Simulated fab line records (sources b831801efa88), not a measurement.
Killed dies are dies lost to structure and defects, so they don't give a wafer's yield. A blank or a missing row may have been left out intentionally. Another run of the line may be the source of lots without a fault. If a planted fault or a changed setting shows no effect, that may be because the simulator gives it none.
fab line records	flow sky130
[record] lots = 11	wafers = 33	last-day = 49
route steps=708 shown SPACER@306 POLY_CUT@319 SD_P@324 PAD_OPEN@708
lots untouched by any fault: they come from a run of this same line in which no faults occurred
start-h: hours from the record's first day to the start of the lot's first wafer shown	wait-h: hours since the lot's step before	" repeats the value in the row above	L1.1+2: one row covering several wafers at once	- no value present, or no start provided	* or withheld: withheld	< > ~ a bound
route shown NAME@n: names a module that has steps shown in the file, with the first one's number in the route	usual: mean/standard deviation of fault-free wafers	same: alike in all rows	chamber/n: place in a boat	sites: the reading at each site	_std_site: the values' standard deviation	_edge_site: the outer-site mean with the inner-site mean subtracted	radius-mm: for every site, how far away it sits from the centre of the wafer	mask NAME#n: copy n	behind: the tool/chamber that last shaped the wafer	hold: reason for holding the lot/hours on hold/outcome of the hold	device: the transistor (n, p or np) that didn't switch	end of line: tests of these same wafers at the route's end	step lacking rows: just its recipe	killed: not the wafer's yield, but the dies lost to structure and defects at the first sort	map: shows each die of a wafer: x if killed, . if not, _ if none is there
set.NAME: the setting that was run; set.NAME@STEP: the one run at that earlier step	model.NAME: the simulator's own value behind a step, which no gauge read
one table for each step of the route and one row for each wafer, over a sample of lots
services: from which hour (start-h, from the record's first day; less than 0 if before it) a tool's chamber was out of use, for how many hours, and why
[[steps]]
[step SKY_SPACER_ETCHBACK_02]
[recipe] chemistry = CH3F/O2	target = Si3N4	stop-on = SiO2	source-w = 400	bias-w = 80	pressure-mtorr = 25	ch3f-flow-sccm = 40	O2_flow_sccm = 30	time-s = 46.7	target-depth-a = 450
[usual] drypump-motor-current-A = 5.79/0.3	oes-product-au = 0.856/0.0061	throttle-valve-pct = 10.563/0.011
lot.wafer	tool	chamber	start-h	wait-h	drypump-motor-current-A	oes-product-au	rf-hours-counter-h	throttle-valve-pct
L969.1	rie-diel-02	0	520.17	0.1	5.69	0.853	1	10.573
L969.3	"	2	"	"	5.81	0.867	12	10.543
L969.4	"	2	"	"	5.82	0.849	-	10.570
L971.3	rie-diel-04	0	544.60	0.0	5.48	0.861	26	10.574
L971.4	"	2	"	"	5.88	0.871	2	10.578
L971.6	"	1	"	"	5.89	0.858	-	10.575
L973.1	rie-diel-04	0	568.97	0.1	5.46	0.859	26	10.557
L973.4	"	2	"	"	5.88	0.859	3	10.572
L973.5	"	1	"	"	5.89	0.852	-	10.571
L974.1	rie-diel-02	1	570.17	0.1	5.80	0.860	47	10.568
L974.4	"	0	"	"	5.69	0.856	2	10.544
L974.5	"	0	"	"	5.71	0.856	-	10.573
L976.1	rie-diel-04	2	588.35	0.1	5.90	0.852	3	10.558
L976.2	"	0	"	"	5.46	0.856	27	10.562
L976.3	"	1	"	"	5.89	0.853	8	10.577
L979.1	rie-diel-02	1	610.35	0.1	5.84	0.857	48	10.566
L979.3	"	0	"	"	5.71	0.844	2	10.564
L979.4	"	3	"	"	6.47	0.841	1	10.557
L980.4	rie-diel-02	1	618.49	0.0	5.76	0.859	-	10.558
L980.5	"	3	"	"	6.48	0.854	-	10.548
L980.6	"	0	"	"	5.72	0.861	-	10.551
L982.1	rie-diel-04	0	639.19	0.1	5.45	0.838	28	10.559
L982.2	"	3	"	"	5.34	0.853	6	10.560
L982.6	"	2	"	"	5.89	0.849	-	10.563
L983.2	rie-diel-04	2	644.37	0.0	5.91	0.854	4	10.578
L983.3	"	1	"	"	5.90	0.856	9	10.540
L983.5	"	2	"	"	5.88	0.853	-	10.555
L985.1	rie-diel-04	1	666.29	0.1	5.90	0.858	9	10.568
L985.3	"	3	"	"	5.35	0.858	6	10.566
L985.6	"	0	"	"	5.46	0.861	-	10.566
L989.2	rie-diel-02	3	703.72	0.0	6.48	0.858	4	10.579
L989.4	"	1	"	"	5.78	0.852	50	10.570
L989.6	"	1	"	"	5.78	0.856	-	10.569
[step SKY_POLY_CUT_STRIP_12]
[recipe] chemistry = O2/N2	power-w = 1400	pressure-mtorr = 1500	platen-temp-c = withheld	o2-flow-sccm = 3000	n2-flow-sccm = 300	overash-fraction = 0.5
[usual] drypump-motor-current-A = 5.7/0.39	oes-product-au = 0.452/0.0049	strip-time-to-endpoint-s = 5.350/0.017
lot.wafer	tool	chamber	start-h	wait-h	drypump-motor-current-A	oes-product-au	rf-hours-counter-h	strip-time-to-endpoint-s
L969.1	plasma-asher-04	1	551.04	0.0	5.6	0.451	85	5.382
L969.3	"	1	"	"	5.6	0.451	-	5.356
L969.4	"	0	"	"	5.9	0.451	-	5.369
L971.3	plasma-asher-03	0	574.87	0.1	5.9	0.452	-	5.343
L971.4	"	1	"	"	6.2	0.453	-	5.323
L971.6	"	0	"	"	5.9	0.451	-	5.319
L973.1	plasma-asher-04	0	598.17	0.0	5.9	0.448	90	5.367
L973.4	"	1	"	"	5.6	0.446	-	5.363
L973.5	"	1	"	"	5.6	0.452	-	5.352
L974.1	plasma-asher-03	1	600.42	0.0	6.2	0.455	17	5.354
L974.4	"	0	"	"	5.9	0.450	-	5.354
L974.5	"	1	"	"	6.2	0.444	-	5.361
L976.1	plasma-asher-03	0	617.17	0.0	5.9	0.454	20	5.367
L976.2	"	1	"	"	6.2	0.457	20	5.360
L976.3	"	1	"	"	6.2	0.448	-	5.351
L979.1	plasma-asher-04	0	639.64	0.0	6.0	0.447	95	5.363
L979.3	"	1	"	"	5.6	0.456	-	5.358
L979.4	"	0	"	"	5.9	0.457	-	5.371
L980.4	plasma-asher-03	0	647.56	0.1	5.9	0.440	-	5.347
L980.5	"	0	"	"	5.9	0.454	-	5.336
L980.6	"	1	"	"	6.2	0.451	-	5.359
L982.1	plasma-asher-04	0	667.87	0.0	6.0	0.457	98	5.361
L982.2	"	1	"	"	5.6	0.461	98	5.360
L982.6	"	0	"	"	6.0	0.447	-	5.331
L983.2	plasma-asher-04	0	673.04	0.0	5.9	0.456	99	5.346
L983.3	"	0	"	"	6.0	0.445	-	5.333
L983.5	"	0	"	"	5.9	0.454	-	5.350
L985.1	plasma-asher-02	1	694.57	0.0	4.9	0.455	51	5.359
L985.3	"	0	"	"	5.5	0.455	-	5.375
L985.6	"	0	"	"	5.5	0.450	-	5.351
L989.2	plasma-asher-04	0	730.69	0.0	5.9	0.446	106	5.354
L989.4	"	1	"	"	5.6	0.461	-	5.346
L989.6	"	1	"	"	5.5	0.454	-	5.374
[step SKY_SD_P_EXPOSE_04]
[recipe] mask-id = PSDM	na = 0.6	source-shape = conventional	sigma-outer = 0.6	polarization = unpolarized	target-cd-nm = 380	dose-mj = 138
[usual] exposure-dose-mJ-cm2 = 138.02/0.15	stage-vel-mm-s = 499.96/0.25
[same] sigma-outer = 0.6
lot.wafer	tool	chamber	start-h	wait-h	mask	exposure-dose-mJ-cm2	stage-vel-mm-s
L969.1	iline-stepper-02	0	566.43	-	PSDM#0	138.07	499.75
L969.3	"	0	"	"	PSDM#0	138.15	499.61
L969.4	"	0	"	"	PSDM#0	138.21	499.77
L971.3	iline-stepper-02	0	589.49	-	PSDM#0	138.04	499.95
L971.4	"	0	"	"	PSDM#0	138.02	499.97
L971.6	"	0	"	"	PSDM#0	137.97	500.11
L973.1	iline-stepper-02	0	612.45	-	PSDM#0	138.08	499.99
L973.4	"	0	"	"	PSDM#0	138.07	500.26
L973.5	"	0	"	"	PSDM#0	138.19	499.98
L974.1	iline-stepper-01	0	615.83	-	PSDM#0	137.99	499.88
L974.4	"	0	"	"	PSDM#0	138.24	499.98
L974.5	"	0	"	"	PSDM#0	138.07	499.58
L976.1	iline-stepper-01	0	631.61	-	PSDM#0	138.11	500.17
L976.2	"	0	"	"	PSDM#0	138.28	499.99
L976.3	"	0	"	"	PSDM#0	137.96	500.22
L979.1	iline-stepper-02	0	654.75	-	PSDM#0	137.94	499.99
L979.3	"	0	"	"	PSDM#0	137.98	499.86
L979.4	"	0	"	"	PSDM#0	137.77	499.60
L980.4	iline-stepper-02	0	662.16	-	PSDM#0	137.85	499.99
L980.5	"	0	"	"	PSDM#0	137.96	499.78
L980.6	"	0	"	"	PSDM#0	137.78	500.05
L982.1	iline-stepper-01	0	682.68	-	PSDM#0	137.82	500.51
L982.2	"	0	"	"	PSDM#0	137.91	500.01
L982.6	"	0	"	"	PSDM#0	137.99	500.50
L983.2	iline-stepper-02	0	687.55	-	PSDM#0	138.00	500.18
L983.3	"	0	"	"	PSDM#0	138.25	499.87
L983.5	"	0	"	"	PSDM#0	138.35	500.07
L985.1	iline-stepper-02	0	707.58	-	PSDM#0	138.13	499.70
L985.3	"	0	"	"	PSDM#0	138.01	500.26
L985.6	"	0	"	"	PSDM#0	138.11	499.66
L989.2	iline-stepper-01	0	743.48	-	PSDM#0	137.92	500.39
L989.4	"	0	"	"	PSDM#0	137.83	500.06
L989.6	"	0	"	"	PSDM#0	138.00	500.42
[step SKY_SD_P_CD_MEAS_07]
[recipe] target-cd-nm = 380
[usual] cd-nm = 379.6/2.1
lot.wafer	tool	chamber	start-h	wait-h	cd-nm
L969.1	cd-sem-01	-	580.80	0.1	377.5
L969.3	"	-	"	"	377.2
L969.4	"	-	"	"	376.6
L971.3	cd-sem-01	-	603.87	0.1	381.1
L971.4	"	-	"	"	381.7
L971.6	"	-	"	"	384.5
L973.1	cd-sem-02	-	627.65	0.1	379.7
L973.4	"	-	"	"	377.5
L973.5	"	-	"	"	378.9
L974.1	cd-sem-02	-	629.68	0.1	380.6
L974.4	"	-	"	"	383.9
L974.5	"	-	"	"	380.3
L976.1	cd-sem-01	-	645.70	0.1	378.4
L976.2	"	-	"	"	379.5
L976.3	"	-	"	"	380.7
L979.1	cd-sem-02	-	667.93	0.1	381.9
L979.3	"	-	"	"	380.5
L979.4	"	-	"	"	382.2
L980.4	cd-sem-01	-	675.46	0.1	382.9
L980.5	"	-	"	"	380.3
L980.6	"	-	"	"	382.4
L982.1	cd-sem-02	-	695.90	0.1	379.0
L982.2	"	-	"	"	378.8
L982.6	"	-	"	"	378.7
L983.2	cd-sem-02	-	700.62	0.1	362.1
L983.3	"	-	"	"	378.6
L983.5	"	-	"	"	377.5
L985.1	cd-sem-02	-	721.20	0.1	361.7
L985.3	"	-	"	"	379.8
L985.6	"	-	"	"	379.7
L989.2	cd-sem-01	-	756.92	0.1	375.4
L989.4	"	-	"	"	377.5
L989.6	"	-	"	"	377.2
[step SKY_SD_P_OVL_MEAS_08]
[usual] SD_P_OVL = 1.2/1.5
lot.wafer	tool	chamber	start-h	wait-h	SD_P_OVL[nm]
L969.1	overlay-02	-	580.92	0.1	-0.3
L969.3	"	-	"	"	1.6
L969.4	"	-	"	"	0.3
L971.3	overlay-01	-	603.96	0.1	2.5
L971.4	"	-	"	"	2.2
L971.6	"	-	"	"	3.8
L973.1	overlay-02	-	627.77	0.1	-0.4
L973.4	"	-	"	"	-2.0
L973.5	"	-	"	"	0.7
L974.1	overlay-02	-	629.80	0.1	-0.2
L974.4	"	-	"	"	0.1
L974.5	"	-	"	"	0.4
L976.1	overlay-01	-	645.82	0.1	3.9
L976.2	"	-	"	"	2.3
L976.3	"	-	"	"	4.0
L979.1	overlay-01	-	668.05	0.1	1.4
L979.3	"	-	"	"	2.5
L979.4	"	-	"	"	3.0
L980.4	overlay-02	-	675.54	0.1	-0.2
L980.5	"	-	"	"	0.7
L980.6	"	-	"	"	-0.2
L982.1	overlay-02	-	696.04	0.1	0.7
L982.2	"	-	"	"	2.1
L982.6	"	-	"	"	0.0
L983.2	overlay-02	-	700.73	0.1	2.7
L983.3	"	-	"	"	2.1
L983.5	"	-	"	"	2.5
L985.1	overlay-02	-	721.32	0.1	0.7
L985.3	"	-	"	"	0.8
L985.6	"	-	"	"	1.3
L989.2	overlay-02	-	757.03	0.1	1.4
L989.4	"	-	"	"	-0.1
L989.6	"	-	"	"	0.8
[step SKY_PAD_OPEN_PROBE_99]
[usual] killed_at_M0_to_M3 = 44/7.8	killed_at_M4_up = 2.9/1.7	killed-at-contacts = 24/5.4	killed-at-front-end = 15/4.5	killed-at-other = 0.3/0.55	killed-dies = 87/10	killed-on-rim = 17/4.1	killed-open = 48/7.4	killed-short = 39/5.9
[same] gross-dies = 492	killed-at-back-side = 0
lot.wafer	tool	chamber	start-h	wait-h	killed_at_M0_to_M3	killed_at_M4_up	killed-at-contacts	killed-at-front-end	killed-at-other	killed-dies	killed-on-rim	killed-open	killed-short
L969.1	prober-02	-	1072.62	0.1	57	4	31	14	0	106	22	63	43
L969.3	prober-02	-	1072.72	0.2	44	2	17	22	1	86	16	46	40
L969.4	prober-02	-	1072.77	0.2	42	1	33	20	1	97	22	58	39
L971.3	prober-02	-	1088.49	0.2	54	3	33	7	0	97	14	50	47
L971.4	prober-02	-	1088.54	0.2	50	2	17	15	1	85	20	50	35
L971.6	prober-02	-	1088.64	0.2	58	1	23	20	1	103	18	56	47
L973.1	prober-02	-	1100.51	0.1	60	2	19	8	1	90	25	54	36
L973.4	prober-02	-	1100.66	0.2	49	3	15	17	0	84	12	51	33
L973.5	prober-02	-	1100.71	0.2	54	3	28	15	0	100	22	56	44
L974.1	prober-01	-	1114.47	0.1	33	2	31	19	0	85	17	46	39
L974.4	prober-01	-	1114.62	0.2	32	5	25	11	0	73	10	39	34
L974.5	prober-01	-	1114.67	0.2	30	3	31	13	0	77	10	41	36
L976.1	prober-01	-	1118.89	0.1	41	1	33	16	1	92	14	52	40
L976.2	prober-01	-	1118.94	0.1	48	4	19	9	0	80	15	40	40
L976.3	prober-01	-	1118.99	0.2	45	4	21	16	0	86	15	48	38
L979.1	prober-01	-	1129.43	0.1	51	1	23	10	0	85	18	50	35
L979.3	prober-01	-	1129.53	0.2	42	2	34	14	0	92	25	55	37
L979.4	prober-01	-	1129.58	0.2	42	1	23	20	0	86	21	49	37
L980.4	prober-01	-	1138.70	0.2	47	7	31	13	2	100	22	57	43
L980.5	prober-01	-	1138.75	0.2	47	0	19	15	2	83	16	38	45
L980.6	prober-01	-	1138.80	0.2	38	6	22	22	1	89	16	44	45
L982.1	prober-02	-	1148.85	0.1	40	4	31	13	0	88	22	52	36
L982.2	prober-02	-	1148.90	0.1	44	5	36	24	0	109	20	50	59
L982.6	prober-02	-	1149.10	0.2	38	0	23	20	0	81	11	47	34
L983.2	prober-01	-	1152.37	0.1	39	1	23	14	0	77	18	39	38
L983.3	prober-01	-	1152.42	0.2	35	2	26	13	1	77	18	33	44
L983.5	prober-01	-	1152.52	0.2	42	3	19	9	0	73	14	45	28
L985.1	prober-02	-	1164.61	0.1	45	2	23	9	0	79	23	48	31
L985.3	prober-02	-	1164.71	0.2	50	4	28	16	2	100	21	56	44
L985.6	prober-02	-	1164.86	0.2	46	4	27	17	1	95	19	58	37
L989.2	prober-01	-	1186.97	0.1	47	5	16	17	0	85	12	52	33
L989.4	prober-01	-	1187.07	0.2	43	3	23	9	1	79	13	51	28
L989.6	prober-01	-	1187.17	0.2	48	3	21	22	0	94	16	54	40
// killed by level:class
L969.1 VIA1:geometric-particle:open=18 VIA3:geometric-particle:open=9 LI_CONTACT:geometric-particle:open=7 CONTACT:geometric-particle:open=7 VIA2:geometric-particle:open=7 CONTACT:geometric-particle:short=6 METAL1:geometric-particle:short=5 LI_CONTACT:geometric-particle:short=5
L969.3 FIELD_ISO:geometric-particle:short=8 CONTACT:geometric-particle:open=8 METAL1:geometric-particle:short=8 VIA2:geometric-particle:short=7 VIA1:geometric-particle:open=7 FIELD_ISO:geometric-particle:open=5 VIA3:geometric-particle:open=5 VIA2:geometric-particle:open=4
L969.4 VIA2:geometric-particle:open=10 FIELD_ISO:geometric-particle:open=9 LI_CONTACT:geometric-particle:open=9 CONTACT:geometric-particle:open=9 VIA3:geometric-particle:open=8 CONTACT:geometric-particle:short=6 LOCAL_INTERCONNECT:geometric-particle:short=5 VIA1:geometric-particle:short=5
L971.3 CONTACT:geometric-particle:open=13 VIA1:geometric-particle:open=11 LI_CONTACT:geometric-particle:open=7 CONTACT:geometric-particle:short=7 METAL3:geometric-particle:short=7 METAL2:geometric-particle:short=7 VIA3:geometric-particle:open=7 VIA2:geometric-particle:short=6
L971.4 VIA1:geometric-particle:open=9 VIA2:geometric-particle:open=9 VIA1:geometric-particle:short=8 VIA3:geometric-particle:open=8 CONTACT:geometric-particle:open=6 METAL2:geometric-particle:short=6 LI_CONTACT:geometric-particle:open=5 FIELD_ISO:geometric-particle:short=4
L971.6 VIA1:geometric-particle:open=15 VIA3:geometric-particle:open=9 CONTACT:geometric-particle:open=8 VIA2:geometric-particle:open=7 FIELD_ISO:geometric-particle:open=6 VIA2:geometric-particle:short=6 METAL1:geometric-particle:short=6 LOCAL_INTERCONNECT:geometric-particle:short=5
L973.1 VIA1:geometric-particle:open=16 VIA1:geometric-particle:short=10 VIA2:geometric-particle:open=10 VIA3:geometric-particle:open=7 LI_CONTACT:geometric-particle:open=6 CONTACT:geometric-particle:open=6 LI_CONTACT:geometric-particle:short=4 METAL1:geometric-particle:short=4
L973.4 VIA1:geometric-particle:open=16 CONTACT:geometric-particle:open=8 METAL2:geometric-particle:short=7 FIELD_ISO:geometric-particle:open=6 VIA3:geometric-particle:open=6 VIA2:geometric-particle:open=5 FIELD_ISO:geometric-particle:short=4 VIA1:geometric-particle:short=4
L973.5 CONTACT:geometric-particle:open=14 VIA1:geometric-particle:open=13 VIA2:geometric-particle:open=8 FIELD_ISO:geometric-particle:short=7 LI_CONTACT:geometric-particle:open=7 VIA1:geometric-particle:short=6 METAL1:geometric-particle:short=6 POLY_GATE:geometric-particle:open=5
L974.1 CONTACT:geometric-particle:open=15 CONTACT:geometric-particle:short=7 VIA2:geometric-particle:open=7 POLY_GATE:geometric-particle:open=6 METAL1:geometric-particle:short=6 VIA1:geometric-particle:short=6 POLY_GATE:geometric-particle:short=4 LI_CONTACT:geometric-particle:open=4
L974.4 CONTACT:geometric-particle:open=10 VIA1:geometric-particle:open=8 VIA2:geometric-particle:open=7 LOCAL_INTERCONNECT:geometric-particle:short=5 CONTACT:geometric-particle:short=5 FIELD_ISO:geometric-particle:short=4 METAL2:geometric-particle:short=4 LI_CONTACT:geometric-particle:open=3
L974.5 CONTACT:geometric-particle:open=12 CONTACT:geometric-particle:short=9 VIA1:geometric-particle:open=9 FIELD_ISO:geometric-particle:open=8 METAL1:geometric-particle:short=6 LI_CONTACT:geometric-particle:short=4 LI_CONTACT:geometric-particle:open=4 METAL2:geometric-particle:short=4
L976.1 CONTACT:geometric-particle:short=12 METAL2:geometric-particle:short=9 FIELD_ISO:geometric-particle:open=8 LI_CONTACT:geometric-particle:open=8 CONTACT:geometric-particle:open=8 VIA1:geometric-particle:open=7 VIA3:geometric-particle:open=6 VIA2:geometric-particle:open=4
L976.2 METAL2:geometric-particle:short=11 VIA2:geometric-particle:open=9 METAL1:geometric-particle:short=8 CONTACT:geometric-particle:open=7 CONTACT:geometric-particle:short=6 LI_CONTACT:geometric-particle:open=5 VIA1:geometric-particle:open=4 METAL2:geometric-particle:open=4
L976.3 VIA1:geometric-particle:open=14 LI_CONTACT:geometric-particle:open=9 VIA1:geometric-particle:short=8 FIELD_ISO:geometric-particle:short=7 VIA2:geometric-particle:open=7 CONTACT:geometric-particle:open=6 METAL1:geometric-particle:short=6 LOCAL_INTERCONNECT:geometric-particle:short=3
L979.1 VIA1:geometric-particle:open=16 LI_CONTACT:geometric-particle:open=12 VIA3:geometric-particle:open=8 METAL1:geometric-particle:short=5 VIA2:geometric-particle:short=5 POLY_GATE:geometric-particle:short=4 LI_CONTACT:geometric-particle:short=4 METAL2:geometric-particle:short=4
L979.3 VIA1:geometric-particle:open=15 LI_CONTACT:geometric-particle:open=12 CONTACT:geometric-particle:short=9 CONTACT:geometric-particle:open=8 METAL1:geometric-particle:short=5 FIELD_ISO:geometric-particle:short=4 LOCAL_INTERCONNECT:geometric-particle:open=4 VIA2:geometric-particle:open=4
L979.4 LI_CONTACT:geometric-particle:open=7 VIA3:geometric-particle:open=7 LI_CONTACT:geometric-particle:short=6 POLY_GATE:geometric-particle:open=5 POLY_GATE:geometric-particle:short=5 CONTACT:geometric-particle:open=5 VIA1:geometric-particle:open=5 METAL2:geometric-particle:short=5
L980.4 VIA1:geometric-particle:open=11 CONTACT:geometric-particle:open=9 LI_CONTACT:geometric-particle:open=9 VIA3:geometric-particle:open=8 VIA3:geometric-particle:short=7 LI_CONTACT:geometric-particle:short=6 METAL4:geometric-particle:short=6 POLY_GATE:geometric-particle:open=5
L980.5 VIA3:geometric-particle:open=11 CONTACT:geometric-particle:open=11 VIA1:geometric-particle:short=7 METAL2:geometric-particle:short=7 VIA1:geometric-particle:open=5 POLY_GATE:geometric-particle:short=4 VIA2:geometric-particle:open=4 VIA2:geometric-particle:short=4
L980.6 VIA1:geometric-particle:open=11 VIA2:geometric-particle:open=8 LI_CONTACT:geometric-particle:open=6 METAL4:geometric-particle:short=6 POLY_GATE:geometric-particle:short=5 LOCAL_INTERCONNECT:geometric-particle:short=5 METAL1:geometric-particle:short=5 FIELD_ISO:geometric-particle:short=4
L982.1 LI_CONTACT:geometric-particle:open=13 VIA1:geometric-particle:open=8 VIA2:geometric-particle:open=7 CONTACT:geometric-particle:open=7 VIA1:geometric-particle:short=7 CONTACT:geometric-particle:short=6 FIELD_ISO:geometric-particle:short=5 FIELD_ISO:geometric-particle:open=4
L982.2 CONTACT:geometric-particle:open=11 VIA2:geometric-particle:short=9 VIA1:geometric-particle:open=9 LOCAL_INTERCONNECT:geometric-particle:short=8 FIELD_ISO:geometric-particle:short=7 FIELD_ISO:geometric-particle:open=7 LI_CONTACT:geometric-particle:open=7 VIA2:geometric-particle:open=6
L982.6 VIA2:geometric-particle:open=9 FIELD_ISO:geometric-particle:open=7 LI_CONTACT:geometric-particle:open=7 VIA1:geometric-particle:open=6 POLY_GATE:geometric-particle:open=5 LOCAL_INTERCONNECT:geometric-particle:short=5 CONTACT:geometric-particle:open=5 FIELD_ISO:geometric-particle:short=4
L983.2 VIA1:geometric-particle:open=10 LI_CONTACT:geometric-particle:open=7 CONTACT:geometric-particle:open=6 VIA2:geometric-particle:short=6 VIA3:geometric-particle:open=6 FIELD_ISO:geometric-particle:short=5 CONTACT:geometric-particle:short=4 METAL1:geometric-particle:short=4
L983.3 CONTACT:geometric-particle:open=8 LI_CONTACT:geometric-particle:open=6 VIA2:geometric-particle:open=6 CONTACT:geometric-particle:short=6 VIA1:geometric-particle:short=6 VIA1:geometric-particle:open=6 VIA2:geometric-particle:short=6 FIELD_ISO:geometric-particle:short=5
L983.5 VIA1:geometric-particle:open=10 CONTACT:geometric-particle:open=8 VIA2:geometric-particle:open=8 LI_CONTACT:geometric-particle:open=7 METAL1:geometric-particle:short=7 METAL1:geometric-particle:open=4 VIA3:geometric-particle:open=3 METAL2:geometric-particle:short=3
L985.1 VIA1:geometric-particle:open=12 CONTACT:geometric-particle:open=9 LI_CONTACT:geometric-particle:open=6 VIA1:geometric-particle:short=6 VIA3:geometric-particle:open=6 METAL2:geometric-particle:short=5 VIA2:geometric-particle:open=5 LOCAL_INTERCONNECT:geometric-particle:short=4
L985.3 CONTACT:geometric-particle:open=14 METAL1:geometric-particle:short=12 VIA1:geometric-particle:open=11 FIELD_ISO:geometric-particle:open=7 LI_CONTACT:geometric-particle:open=7 VIA1:geometric-particle:short=6 LI_CONTACT:geometric-particle:short=4 VIA3:geometric-particle:open=4
L985.6 CONTACT:geometric-particle:open=12 VIA1:geometric-particle:open=10 VIA3:geometric-particle:open=10 LI_CONTACT:geometric-particle:open=6 VIA2:geometric-particle:open=6 VIA1:geometric-particle:short=5 CONTACT:geometric-particle:short=5 METAL1:geometric-particle:short=5
L989.2 VIA1:geometric-particle:open=15 VIA3:geometric-particle:open=9 CONTACT:geometric-particle:open=8 VIA1:geometric-particle:short=5 FIELD_ISO:geometric-particle:open=4 FIELD_ISO:geometric-particle:short=4 LI_CONTACT:geometric-particle:open=4 METAL1:geometric-particle:short=4
L989.4 CONTACT:geometric-particle:open=10 VIA2:geometric-particle:open=9 METAL1:geometric-particle:short=8 VIA1:geometric-particle:open=6 LI_CONTACT:geometric-particle:open=5 METAL2:geometric-particle:short=5 VIA3:geometric-particle:open=5 CONTACT:geometric-particle:short=4
L989.6 VIA1:geometric-particle:open=12 METAL1:geometric-particle:short=10 LI_CONTACT:geometric-particle:open=9 POLY_GATE:geometric-particle:short=6 CONTACT:geometric-particle:open=6 VIA3:geometric-particle:open=6 FIELD_ISO:geometric-particle:open=5 METAL1:geometric-particle:open=4
[[services]]
tool	chamber	start-h	hours	kind
iline-stepper-01	-	502.61	1.7	pm
plasma-asher-03	-	505.99	1.4	repair
iline-stepper-01	-	510.07	3.8	repair
rie-diel-02	3	517.15	10.1	repair
rie-diel-02	0	522.72	5.2	repair
rie-diel-02	2	523.48	19.0	repair
plasma-asher-02	-	559.86	2.8	pm
plasma-asher-02	-	591.96	42.4	repair
rie-diel-02	-	594.72	15.6	pm
rie-diel-02	0	614.03	1.3	repair
rie-diel-02	2	615.13	5.0	repair
plasma-asher-03	-	624.55	2.8	pm
plasma-asher-02	-	625.00	0.5	repair
plasma-asher-02	-	634.38	14.6	pm
iline-stepper-02	-	664.59	1.7	pm
rie-diel-02	2	681.01	9.1	repair
rie-diel-04	-	711.57	0.4	repair
iline-stepper-01	-	720.79	1.7	pm
plasma-asher-04	-	733.20	3.1	repair
rie-diel-02	1	735.51	-	clean
rie-diel-02	1	735.51	17.6	scheduled-down
plasma-asher-04	-	736.28	9.0	pm
plasma-asher-04	0	736.28	9.0	vent-cycle
plasma-asher-04	1	736.28	9.0	vent-cycle
[[key]]
[first-sign] step = SKY_SD_P_CD_MEAS_07	reading = cd-nm	direction = down	sigmas = 8.5	usual = 379.6	struck = 361.9
effect none on later readings
met-at SKY_SD_P_EXPOSE_04
struck-lots L983,L985
struck-wafers L983.2,L985.1
tester-left-out L983,L985
not-acting-at SKY_SPACER_ETCHBACK_02,SKY_POLY_CUT_STRIP_12,SKY_SD_P_OVL_MEAS_08
onset-between 662.16 687.55
[fault] kind = process-parameter-drift	tool = iline-stepper-02	chamber = -	onset-h = 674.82	steps = SKY_SD_P_EXPOSE_04	channel = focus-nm	offset = 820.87	shape = step	end-h = 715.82	scope = struck-wafers-only
// tester-left-out: of these lots the tester's yield and bins aren't shown, on N5 and GAA mostly nor the transistor test; their killed dies are dies lost to structure and defects alone, not to doping, threshold or leakage, so they don't give the yield
